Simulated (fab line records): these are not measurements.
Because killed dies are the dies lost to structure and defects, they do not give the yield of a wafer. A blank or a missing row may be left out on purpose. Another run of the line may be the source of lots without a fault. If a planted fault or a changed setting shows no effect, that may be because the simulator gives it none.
Chamber matching	flow gf180mcu	cmp-02 running GF_V4_CMP_26: 4 sister chambers
The step polishes, stops on SiO2, t overpolish 15 s, target thk 0 nm. 8 wafers are shown with their chamber, then 7 later ones without.

== EACH WAFER AND ITS CHAMBER ==
wafer	chamber	motor_current_A (A)	overpolish_run_s (s)
L224.2	2	11.0	14.996
L229.1	3	12.6	15.005
L229.3	1	9.6	14.998
L232.2	3	12.6	15.009
L232.4	2	11.1	15.001
L232.5	0	11.0	14.998
L240.1	1	9.8	14.993
L240.3	0	10.6	15.000

== WAFERS WITH NO CHAMBER GIVEN ==
wafer	motor_current_A (A)	overpolish_run_s (s)
L240.4	12.7	15.002
L243.1	10.2	15.012
L243.2	10.9	14.988
L243.3	9.5	14.996
L244.1	10.9	14.984
L244.2	12.5	15.001
L244.4	11.1	15.000

== EACH ONE'S CHAMBER ==
wafer	from the rows above	in truth
L240.4	3	3
L243.1	can't be placed: 0 or 1 or 2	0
L243.2	can't be placed: 2 or 0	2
L243.3	1	1
L244.1	can't be placed: 2 or 0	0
L244.2	3	3
L244.4	can't be placed: 2 or 0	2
Correctly placed: 3 of 7. These rows do not allow placing 4 (true chamber among the candidates in 4). 0 placed wrongly.
How it was worked out, from the rows above alone: a wafer's distance from a chamber is the root of the sum, over the readings, of the square of ((its reading less the chamber's mean) divided by the reading's scatter). If the next closest chamber is less than 2 further off than the closest, the wafer can't be placed; otherwise it belongs to the closest. For every chamber, the mean is computed from those of its wafers that are shown. The scatter: take each reading less its chamber's mean, square it, sum over the shown wafers, divide by the number of wafers less the number of chambers, and take the root.
